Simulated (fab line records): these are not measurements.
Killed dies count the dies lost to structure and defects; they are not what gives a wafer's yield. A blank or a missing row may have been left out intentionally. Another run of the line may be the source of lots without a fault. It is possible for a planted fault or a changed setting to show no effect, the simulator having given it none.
fab line records -- flow gf180mcu
record lots=6, wafers=18, last-day=34
route steps=602 shown SALICIDE@284 CONTACT@287
lots with no fault: from the same line, run without faults
start-h: hours from the record's first day to the start of the lot's first wafer shown -- wait-h: hours elapsed since this lot's preceding step -- " repeats the value in the row above -- L1.1+2: a row that stands for several wafers -- - no value present, or no start provided -- * or withheld: withheld -- < > ~ a bound
route shown NAME@n: NAME is a module with steps in the file, n the number in the route of the first one -- usual: mean/standard deviation of fault-free wafers -- same: alike in all rows -- chamber/n: place in a boat -- sites: the reading at each site -- _std_site: the values' standard deviation -- _edge_site: the outer-site mean with the inner-site mean subtracted -- radius-mm: for every site, how far away it sits from the centre of the wafer -- mask NAME#n: copy n -- behind: the tool/chamber that last shaped the wafer -- hold: what put the lot on hold/how long, in hours/how the hold closed -- device: which transistor (n, p or np) failed to switch -- end of line: the same wafers' tests at the end of the route -- a step without rows: its recipe alone -- killed: at the first sort, the dies lost to defects and structure; wafer yield is something else -- map: a wafer's dies, marking killed ones x, the rest . and places with no die _
set.NAME: the run value of the setting; set.NAME@STEP: its run value at that earlier step -- model.NAME: the simulator's own value behind a step, which no gauge read
lots at selected steps of the route; one table per step, one row per wafer
services: when a tool's chamber went out of use (start-h, in hours from the record's first day, below 0 if earlier), for how many hours, and the reason
## steps
# step GF_SALICIDE_RTA_06
# recipe temp-c=530, time-s=30, ambient=N2
# usual chamber-o2-ppm=1.995/0.022, lamp-power-pct=5.1/0.76, wafer_temp_C_max=532.3/0.47
lot.wafer,tool,chamber,start-h,wait-h,chamber-o2-ppm,lamp-power-pct,wafer_temp_C_max
L212.3,rtp-anneal-02,0,354.00,0.1,1.974,4.6,532.5
L212.4,rtp-anneal-02,0,354.00,0.1,1.993,4.6,532.3
L212.6,rtp-anneal-02,0,354.00,0.1,1.997,4.6,532.9
L215.1,rtp-anneal-01,0,384.46,0.1,1.992,6.2,532.8
L215.2,rtp-anneal-01,0,384.46,0.1,1.991,6.2,532.4
L215.5,rtp-anneal-01,0,384.46,0.1,1.985,6.2,532.2
L217.3,rtp-anneal-02,0,397.70,0.1,1.983,4.6,531.5
L217.5,rtp-anneal-02,0,397.70,0.1,1.957,4.6,532.0
L217.6,rtp-anneal-02,0,397.70,0.1,1.989,4.6,532.4
L227.2,rtp-anneal-01,0,487.13,0.1,1.983,6.2,532.6
L227.5,rtp-anneal-01,0,487.13,0.1,2.007,6.2,532.0
L227.6,rtp-anneal-01,0,487.13,0.1,2.010,6.2,532.2
L231.1,rtp-anneal-02,0,524.41,0.1,2.023,4.6,532.3
L231.5,rtp-anneal-02,0,524.41,0.1,2.041,4.6,532.5
L231.6,rtp-anneal-02,0,524.41,0.1,2.018,4.6,532.4
L233.2,rtp-anneal-02,0,535.16,0.1,1.982,4.6,531.8
L233.4,rtp-anneal-02,0,535.16,0.1,2.015,4.6,532.5
L233.5,rtp-anneal-02,0,535.16,0.1,2.005,4.6,532.1
# step GF_SALICIDE_WET_ETCH_07
# recipe chemistry=SPM, target-depth-nm=120, dry=n2-spin
# step GF_SALICIDE_RTA_08
# recipe temp-c=800, time-s=30, ambient=N2
# usual chamber-o2-ppm=1.998/0.021, lamp-power-pct=15.5/2.2, wafer_temp_C_max=803.4/0.73
lot.wafer,tool,chamber,start-h,wait-h,chamber-o2-ppm,lamp-power-pct,wafer_temp_C_max
L212.3,rtp-anneal-01,0,354.19,0.0,1.989,17.2,802.4
L212.4,rtp-anneal-01,0,354.19,0.0,1.986,17.2,803.5
L212.6,rtp-anneal-01,0,354.19,0.0,2.010,17.2,803.3
L215.1,rtp-anneal-01,0,384.65,0.0,1.981,17.2,803.6
L215.2,rtp-anneal-01,0,384.65,0.0,1.976,17.2,803.0
L215.5,rtp-anneal-01,0,384.65,0.0,1.994,17.2,802.1
L217.3,rtp-anneal-01,0,397.89,0.0,1.996,17.2,803.9
L217.5,rtp-anneal-01,0,397.89,0.0,2.013,17.2,802.5
L217.6,rtp-anneal-01,0,397.89,0.0,2.020,17.2,802.7
L227.2,rtp-anneal-02,0,487.33,0.0,2.042,12.8,803.8
L227.5,rtp-anneal-02,0,487.33,0.0,2.004,12.7,804.3
L227.6,rtp-anneal-02,0,487.33,0.0,2.028,12.7,802.6
L231.1,rtp-anneal-01,0,524.60,0.0,1.939,17.2,802.6
L231.5,rtp-anneal-01,0,524.60,0.0,1.994,17.2,804.3
L231.6,rtp-anneal-01,0,524.60,0.0,2.012,17.2,803.3
L233.2,rtp-anneal-01,0,535.37,0.0,1.992,17.2,802.7
L233.4,rtp-anneal-01,0,535.37,0.0,2.032,17.2,802.4
L233.5,rtp-anneal-01,0,535.37,0.0,2.006,17.2,802.9
# step GF_CONTACT_CVD_00
# recipe material=SiO2, target-thk-nm=300, sigma-open-frac=0.3, temp-c=400, time-s=50, sih4-flow-sccm=60, pressure-mtorr=6
# step GF_CONTACT_THK_MEAS_01
# recipe reads=SiO2_of_CONTACT_CVD_00
# usual CONTACT_CVD_00_THK=299/4.1
lot.wafer,tool,chamber,start-h,wait-h,CONTACT_CVD_00_THK[nm]
L212.3,film-metro-01,-,354.32,0.0,299
L212.4,film-metro-01,-,354.32,0.0,298
L212.6,film-metro-01,-,354.32,0.0,301
L215.1,film-metro-03,-,384.80,0.0,299
L215.2,film-metro-03,-,384.80,0.0,299
L215.5,film-metro-03,-,384.80,0.0,298
L217.3,film-metro-04,-,398.02,0.0,295
L217.5,film-metro-04,-,398.02,0.0,299
L217.6,film-metro-04,-,398.02,0.0,302
L227.2,film-metro-01,-,487.47,0.0,303
L227.5,film-metro-01,-,487.47,0.0,297
L227.6,film-metro-01,-,487.47,0.0,305
L231.1,film-metro-03,-,524.75,0.0,299
L231.5,film-metro-03,-,524.75,0.0,299
L231.6,film-metro-03,-,524.75,0.0,300
L233.2,film-metro-04,-,535.59,0.0,299
L233.4,film-metro-04,-,535.59,0.0,296
L233.5,film-metro-04,-,535.59,0.0,298
# step GF_CONTACT_CVD_02
# recipe material=SiO2, target-thk-nm=860, precursor=TEOS, temp-c=400, time-s=95.992, rf-w=600
# usual heater-power-w=633/83
lot.wafer,tool,chamber,start-h,wait-h,heater-power-w
L212.3,pecvd-02,0,354.36,0.0,585
L212.4,pecvd-02,0,354.36,0.0,597
L212.6,pecvd-02,1,354.36,0.0,678
L215.1,pecvd-01,2,384.86,0.1,778
L215.2,pecvd-01,0,384.86,0.1,619
L215.5,pecvd-01,0,384.86,0.1,670
L217.3,pecvd-01,1,398.06,0.0,606
L217.5,pecvd-01,1,398.06,0.0,642
L217.6,pecvd-01,0,398.06,0.0,659
L227.2,pecvd-03,1,487.52,0.0,710
L227.5,pecvd-03,1,487.52,0.0,765
L227.6,pecvd-03,0,487.52,0.0,538
L231.1,pecvd-03,0,524.81,0.1,580
L231.5,pecvd-03,2,524.81,0.1,630
L231.6,pecvd-03,0,524.81,0.1,482
L233.2,pecvd-01,0,535.64,0.0,711
L233.4,pecvd-01,0,535.64,0.0,712
L233.5,pecvd-01,1,535.64,0.0,631
# step GF_CONTACT_THK_MEAS_03
# recipe reads=SiO2_of_CONTACT_CVD_02
# usual CONTACT_CVD_02_THK=859/14
lot.wafer,tool,chamber,start-h,wait-h,CONTACT_CVD_02_THK[nm]
L212.3,film-metro-01,-,354.45,0.1,849
L212.4,film-metro-01,-,354.45,0.1,856
L212.6,film-metro-01,-,354.45,0.1,862
L215.1,film-metro-04,-,384.93,0.0,855
L215.2,film-metro-04,-,384.93,0.0,858
L215.5,film-metro-04,-,384.93,0.0,873
L217.3,film-metro-03,-,398.15,0.1,871
L217.5,film-metro-03,-,398.15,0.1,875
L217.6,film-metro-03,-,398.15,0.1,885
L227.2,film-metro-01,-,487.60,0.0,862
L227.5,film-metro-01,-,487.60,0.0,871
L227.6,film-metro-01,-,487.60,0.0,853
L231.1,film-metro-04,-,524.88,0.0,831
L231.5,film-metro-04,-,524.88,0.0,864
L231.6,film-metro-04,-,524.88,0.0,848
L233.2,film-metro-04,-,535.72,0.0,852
L233.4,film-metro-04,-,535.72,0.0,865
L233.5,film-metro-04,-,535.72,0.0,870
# step GF_CONTACT_CMP_04
# recipe material=SiO2, down-force-psi=4, platen-rpm=60, pad-velocity-m-s=0.94248
# usual edge-zone-pressure-frac=1.000/0.0048, motor-current-A=12.0/1.3, slurry-filter-dp-kPa=13.51/0.15, time-to-endpoint-s=108/7.6
lot.wafer,tool,chamber,start-h,wait-h,edge-zone-pressure-frac,motor-current-A,slurry-filter-dp-kPa,time-to-endpoint-s
L212.3,cmp-02,0,354.59,0.1,0.999,13.7,13.62,105
L212.4,cmp-02,1,354.59,0.1,1.002,10.4,13.74,99
L212.6,cmp-02,3,354.59,0.1,1.006,12.1,13.56,101
L215.1,cmp-02,1,384.99,0.1,0.994,10.8,13.53,102
L215.2,cmp-02,3,384.99,0.1,1.002,12.4,13.46,102
L215.5,cmp-02,1,384.99,0.1,0.999,10.7,13.45,113
L217.3,cmp-02,0,398.34,0.2,1.004,13.9,13.66,117
L217.5,cmp-02,1,398.34,0.2,1.004,10.9,13.49,113
L217.6,cmp-02,2,398.34,0.2,1.005,10.4,13.37,127
L227.2,cmp-01,2,487.75,0.1,1.004,11.6,13.48,99
L227.6,cmp-01,0,487.75,0.1,1.004,13.3,13.40,104
L227.5,cmp-01,1,487.75,0.1,0.994,12.9,13.47,112
L231.1,cmp-01,2,524.94,0.1,1.006,11.7,13.43,87
L231.6,cmp-01,2,524.94,0.1,0.998,10.6,13.69,94
L231.5,cmp-01,3,524.94,0.1,1.002,13.9,13.51,108
L233.4,cmp-01,0,535.91,0.2,0.997,13.0,13.59,106
L233.2,cmp-01,2,535.91,0.2,0.998,11.9,13.62,95
L233.5,cmp-01,3,535.91,0.2,0.997,14.0,13.40,115
# step GF_CONTACT_BOW_MEAS_05
# recipe mode=bow
# usual CONTACT_BOW=65/7
lot.wafer,tool,chamber,start-h,wait-h,CONTACT_BOW[um]
L212.3,film-metro-01,-,354.83,0.2,81
L212.4,film-metro-01,-,354.83,0.2,57
L212.6,film-metro-01,-,354.83,0.2,71
L215.1,film-metro-03,-,385.29,0.2,61
L215.2,film-metro-03,-,385.29,0.2,76
L215.5,film-metro-03,-,385.29,0.2,73
L217.3,film-metro-01,-,398.53,0.1,62
L217.5,film-metro-01,-,398.53,0.1,66
L217.6,film-metro-01,-,398.53,0.1,48
L227.2,film-metro-03,-,487.97,0.2,65
L227.5,film-metro-03,-,487.97,0.2,67
L227.6,film-metro-03,-,487.97,0.2,75
L231.1,film-metro-04,-,525.24,0.2,56
L231.5,film-metro-04,-,525.24,0.2,62
L231.6,film-metro-04,-,525.24,0.2,62
L233.2,film-metro-01,-,536.18,0.1,71
L233.4,film-metro-01,-,536.18,0.1,64
L233.5,film-metro-01,-,536.18,0.1,64
# step GF_CONTACT_DEHYDRATE_06
# recipe temp-c=200, time-s=60
# step GF_CONTACT_HMDS_07
# recipe prime-time-s=60, prime-temp-c=120
# step GF_CONTACT_COAT_08
# recipe resist=BARC, temp-c=withheld, time-s=withheld, spin-rpm=withheld, resist-thk-nm=withheld
# step GF_CONTACT_COAT_09
# recipe resist=KrF, spin-rpm=withheld, resist-thk-nm=1000
lot.wafer,tool,chamber,start-h,wait-h,model.KrF_of_CONTACT_COAT_09.thk-nm
L212.3,litho-track-04,0,365,-,999.9
L212.4,litho-track-04,0,365,-,996.6
L212.6,litho-track-04,0,365,-,1000
L215.1,litho-track-01,0,396,-,913.6
L215.2,litho-track-01,0,396,-,907.4
L215.5,litho-track-01,0,396,-,908.4
L217.3,litho-track-01,0,410,-,903.7
L217.5,litho-track-01,0,410,-,903.2
L217.6,litho-track-01,0,410,-,905.8
L227.2,litho-track-02,0,499,-,1001
L227.5,litho-track-02,0,499,-,995.9
L227.6,litho-track-02,0,499,-,999.8
L231.1,litho-track-04,0,536,-,998.7
L231.5,litho-track-04,0,536,-,1000
L231.6,litho-track-04,0,536,-,999.3
L233.2,litho-track-01,0,547,-,1001
L233.4,litho-track-01,0,547,-,997.3
L233.5,litho-track-01,0,547,-,998.2
# step GF_CONTACT_SOFTBAKE_10
# recipe temp-c=130, time-s=60, resist=KrF
# step GF_CONTACT_EXPOSE_11
# recipe mask-id=Contact, target-cd-nm=220, na=0.68, source-shape=conventional, sigma-outer=0.6, dose-mj=38
# step GF_CONTACT_PEB_12
# recipe peb-temp-c=135, peb-time-s=90, resist=KrF
# step GF_CONTACT_DEVELOP_13
# recipe develop-time-s=60, resist=KrF, dev-temp-c=21
lot.wafer,tool,chamber,start-h,wait-h,model.KrF_of_CONTACT_COAT_09.thk-nm
L212.3,litho-track-02,0,375.73,0.1,985
L212.4,litho-track-02,0,375.73,0.1,981.6
L212.6,litho-track-02,0,375.73,0.1,985.4
L215.1,litho-track-01,0,407.72,0.2,898.7
L215.2,litho-track-01,0,407.72,0.2,892.4
L215.5,litho-track-01,0,407.72,0.2,893.5
L217.3,litho-track-04,0,422.38,0.1,888.8
L217.5,litho-track-04,0,422.38,0.1,888.3
L217.6,litho-track-04,0,422.38,0.1,890.9
L227.2,litho-track-04,0,511.45,0.2,985.8
L227.5,litho-track-04,0,511.45,0.2,981
L227.6,litho-track-04,0,511.45,0.2,984.9
L231.1,litho-track-04,0,548.98,0.2,983.7
L231.5,litho-track-04,0,548.98,0.2,985.2
L231.6,litho-track-04,0,548.98,0.2,984.4
L233.2,litho-track-04,0,558.80,0.2,985.7
L233.4,litho-track-04,0,558.80,0.2,982.3
L233.5,litho-track-04,0,558.80,0.2,983.3
# step GF_CONTACT_CD_MEAS_14
# recipe target-cd-nm=220
# usual cd-nm=220.2/1.5
lot.wafer,tool,chamber,start-h,wait-h,cd-nm
L212.3,cd-sem-02,-,375.87,0.1,220.0
L212.4,cd-sem-02,-,375.87,0.1,220.5
L212.6,cd-sem-02,-,375.87,0.1,220.0
L215.1,cd-sem-01,-,407.87,0.1,223.1
L215.2,cd-sem-01,-,407.87,0.1,223.1
L215.5,cd-sem-01,-,407.87,0.1,223.1
L217.3,cd-sem-01,-,422.52,0.1,223.0
L217.5,cd-sem-01,-,422.52,0.1,224.0
L217.6,cd-sem-01,-,422.52,0.1,222.5
L227.2,cd-sem-01,-,511.60,0.1,218.5
L227.5,cd-sem-01,-,511.60,0.1,218.5
L227.6,cd-sem-01,-,511.60,0.1,219.2
L231.1,cd-sem-01,-,549.15,0.2,219.1
L231.5,cd-sem-01,-,549.15,0.2,219.6
L231.6,cd-sem-01,-,549.15,0.2,219.7
L233.2,cd-sem-02,-,559.09,0.3,221.7
L233.4,cd-sem-02,-,559.09,0.3,221.5
L233.5,cd-sem-02,-,559.09,0.3,221.7
# step GF_CONTACT_OVL_MEAS_15
# usual CONTACT_OVL=0/4.8
lot.wafer,tool,chamber,start-h,wait-h,CONTACT_OVL[nm]
L212.3,overlay-01,-,375.97,0.1,8
L212.4,overlay-01,-,375.97,0.1,4
L212.6,overlay-01,-,375.97,0.1,8
L215.1,overlay-02,-,407.99,0.1,-2
L215.2,overlay-02,-,407.99,0.1,-6
L215.5,overlay-02,-,407.99,0.1,0
L217.3,overlay-01,-,422.61,0.1,1
L217.5,overlay-01,-,422.61,0.1,0
L217.6,overlay-01,-,422.61,0.1,2
L227.2,overlay-02,-,511.70,0.1,-8
L227.5,overlay-02,-,511.70,0.1,3
L227.6,overlay-02,-,511.70,0.1,2
L231.1,overlay-01,-,549.27,0.1,-3
L231.5,overlay-01,-,549.27,0.1,-1
L231.6,overlay-01,-,549.27,0.1,-4
L233.2,overlay-01,-,559.20,0.1,0
L233.4,overlay-01,-,559.20,0.1,-7
L233.5,overlay-01,-,559.20,0.1,-6
# step GF_CONTACT_ETCH_16
# recipe chemistry=N2/H2, target-depth-a=withheld, overetch-a=withheld, time-s=withheld, target=BARC, ion-energy-ev=200, source-w=500, bias-w=100, pressure-mtorr=30, n2-flow-sccm=100, h2-flow-sccm=200
# usual drypump-motor-current-A=5.9/0.51, oes-product-au=0.855/0.0047, throttle-valve-pct=13.225/0.0094
lot.wafer,tool,chamber,start-h,wait-h,drypump-motor-current-A,oes-product-au,throttle-valve-pct,model.CONTACT.cd-nm
L212.3,rie-diel-01,0,375.99,0.0,6.7,0.859,13.210,219.3
L212.4,rie-diel-01,2,375.99,0.0,5.8,0.848,13.217,220.3
L212.6,rie-diel-01,3,375.99,0.0,6.2,0.849,13.244,220.4
L215.1,rie-diel-01,1,408.03,0.0,6.3,0.856,13.236,222.7
L215.2,rie-diel-01,0,408.03,0.0,6.7,0.858,13.223,222.6
L215.5,rie-diel-01,2,408.03,0.0,5.8,0.856,13.220,223.8
L217.3,rie-diel-02,3,422.63,0.0,6.0,0.853,13.248,223.1
L217.5,rie-diel-02,1,422.63,0.0,5.0,0.851,13.231,225.4
L217.6,rie-diel-02,2,422.63,0.0,5.3,0.851,13.221,222.6
L227.2,rie-diel-03,3,511.73,0.0,6.1,0.859,13.212,218.5
L227.5,rie-diel-03,3,511.73,0.0,6.1,0.858,13.212,218.9
L227.6,rie-diel-03,2,511.73,0.0,5.2,0.861,13.209,220.3
L231.1,rie-diel-01,3,549.31,0.0,6.2,0.855,13.209,218.4
L231.5,rie-diel-01,2,549.31,0.0,5.8,0.866,13.245,220.6
L231.6,rie-diel-01,3,549.31,0.0,6.2,0.857,13.222,219
L233.2,rie-diel-03,0,559.23,0.0,6.3,0.848,13.232,222.7
L233.4,rie-diel-03,2,559.23,0.0,5.2,0.860,13.231,221.7
L233.5,rie-diel-03,0,559.23,0.0,6.3,0.864,13.229,221.8
# step GF_CONTACT_ETCH_17
# recipe chemistry=C4F8/O2/Ar, mask-material=KrF, target=SiO2, stop-on=CoSi2, source-w=1500, bias-w=1200, pressure-mtorr=40, c4f8-flow-sccm=withheld, O2_flow_sccm=6, Ar_flow_sccm=300, time-s=withheld, target-depth-a=8600
# usual oes-product-au=0.814/0.0047
lot.wafer,tool,chamber,start-h,wait-h,oes-product-au,model.CONTACT.cd-nm
L212.3,rie-diel-01,0,-,-,0.806,219.1
L212.4,rie-diel-01,2,-,-,0.816,219.5
L212.6,rie-diel-01,3,-,-,0.815,221.7
L215.1,rie-diel-01,1,-,-,0.810,222.9
L215.2,rie-diel-01,0,-,-,0.807,223.3
L215.5,rie-diel-01,2,-,-,0.810,223.2
L217.3,rie-diel-02,3,-,-,0.815,224.8
L217.5,rie-diel-02,1,-,-,0.810,226
L217.6,rie-diel-02,2,-,-,0.814,224.2
L227.2,rie-diel-03,3,-,-,0.809,218.2
L227.5,rie-diel-03,3,-,-,0.808,219
L227.6,rie-diel-03,2,-,-,0.820,222.2
L231.1,rie-diel-01,3,-,-,0.803,218.8
L231.5,rie-diel-01,2,-,-,0.807,219.3
L231.6,rie-diel-01,3,-,-,0.823,219.4
L233.2,rie-diel-03,0,-,-,0.816,222.5
L233.4,rie-diel-03,2,-,-,0.810,223.4
L233.5,rie-diel-03,0,-,-,0.819,221.5
# step GF_CONTACT_STRIP_18
# recipe chemistry=O2/N2, power-w=1400, pressure-mtorr=1500, platen-temp-c=250, o2-flow-sccm=3000, n2-flow-sccm=300, overash-fraction=0.5
# usual drypump-motor-current-A=5.8/0.35, heater-power-w=308/42, oes-product-au=0.580/0.0049, platen-temp-c=250.00/0.17
lot.wafer,tool,chamber,start-h,wait-h,drypump-motor-current-A,heater-power-w,oes-product-au,platen-temp-c,rf-hours-counter-h
L212.3,plasma-asher-01,0,376.19,-,5.9,330,0.579,249.62,-
L212.4,plasma-asher-01,1,376.19,-,5.6,356,0.585,249.71,-
L212.6,plasma-asher-01,0,376.19,-,5.9,326,0.576,249.93,-
L215.1,plasma-asher-03,0,408.19,-,5.1,355,0.547,250.14,28
L215.2,plasma-asher-03,1,408.19,-,6.0,303,0.549,249.91,28
L215.5,plasma-asher-03,0,408.19,-,5.2,346,0.545,250.23,-
L217.3,plasma-asher-03,0,422.83,-,5.2,349,0.536,250.07,-
L217.5,plasma-asher-03,1,422.83,-,6.0,306,0.540,249.97,-
L217.6,plasma-asher-03,0,422.83,-,5.2,357,0.544,249.97,-
L227.2,plasma-asher-04,0,511.90,-,6.2,244,0.575,250.18,91
L227.5,plasma-asher-04,0,511.90,-,6.3,241,0.581,249.86,-
L227.6,plasma-asher-04,1,511.90,-,5.7,323,0.576,249.90,-
L231.1,plasma-asher-03,0,549.47,-,5.2,356,0.585,249.67,42
L231.5,plasma-asher-03,0,549.47,-,5.2,358,0.576,249.95,-
L231.6,plasma-asher-03,1,549.47,-,6.0,290,0.577,249.99,-
L233.2,plasma-asher-04,0,559.39,-,6.2,236,0.588,250.06,96
L233.4,plasma-asher-04,0,559.39,-,6.2,245,0.571,250.09,-
L233.5,plasma-asher-04,0,559.39,-,6.2,241,0.585,250.19,-
# step GF_CONTACT_CLEAN_19
# recipe chemistry=SPM
## services
tool,chamber,start-h,hours,kind
rie-diel-03,3,340.91,27.9,repair
cmp-01,-,342.68,2.4,repair
cmp-01,-,357.99,4.2,pm
rie-diel-03,2,363.46,4.0,repair
cmp-02,-,366.50,1.8,repair
pecvd-01,-,368.88,14.0,pm
cmp-02,-,371.28,1.8,repair
rie-diel-01,1,384.30,4.4,repair
cmp-02,-,388.35,2.3,repair
rie-diel-01,-,389.11,0.7,repair
rie-diel-01,2,403.86,1.7,repair
cmp-01,-,404.00,4.0,pm
pecvd-01,-,426.11,1.7,repair
rie-diel-03,-,443.33,2.8,pm
rie-diel-03,0,448.55,8.7,repair
cmp-01,-,459.05,0.8,repair
rie-diel-01,1,461.22,2.5,repair
rie-diel-03,-,462.30,1.1,repair
cmp-02,-,471.38,0.7,repair
rie-diel-01,3,482.41,9.5,repair
rie-diel-03,0,501.77,1.8,repair
rie-diel-01,-,539.94,2.8,pm
rtp-anneal-02,-,548.16,4.3,pm
rie-diel-03,3,554.04,8.6,repair
## key
first-sign step=GF_CONTACT_CD_MEAS_14, reading=cd-nm, direction=up, sigmas=1.9, usual=220.2, struck=223.1
effect step=GF_CONTACT_STRIP_18, reading=oes-product-au, direction=down, sigmas=7.6, usual=0.580, struck=0.543
model-effect step=GF_CONTACT_COAT_09, value=KrF_of_CONTACT_COAT_09.thk-nm, without=1002, struck=907
model-effect step=GF_CONTACT_DEVELOP_13, value=KrF_of_CONTACT_COAT_09.thk-nm, without=986.7, struck=892.1
model-effect step=GF_CONTACT_ETCH_16, value=CONTACT.cd-nm, without=219.3, struck=223.4
model-effect step=GF_CONTACT_ETCH_17, value=CONTACT.cd-nm, without=220, struck=224.1
met-at GF_CONTACT_COAT_09
struck-wafers L215.1,L215.2,L215.5,L217.3,L217.5,L217.6
tester-left-out L215,L217
also-fits GF_CONTACT_CMP_04:cmp-02
fault kind=process-parameter-drift, tool=litho-track-01, chamber=-, onset-h=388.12, steps=GF_CONTACT_COAT_09, channel=resist-thk-nm, offset=*, shape=step, end-h=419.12, acts-in=*, stated=*
# tester-left-out: of these lots the tester's yield and bins aren't shown, on N5 and GAA mostly nor the transistor test; their killed dies are dies lost to structure and defects alone, not to doping, threshold or leakage, so they don't give the yield
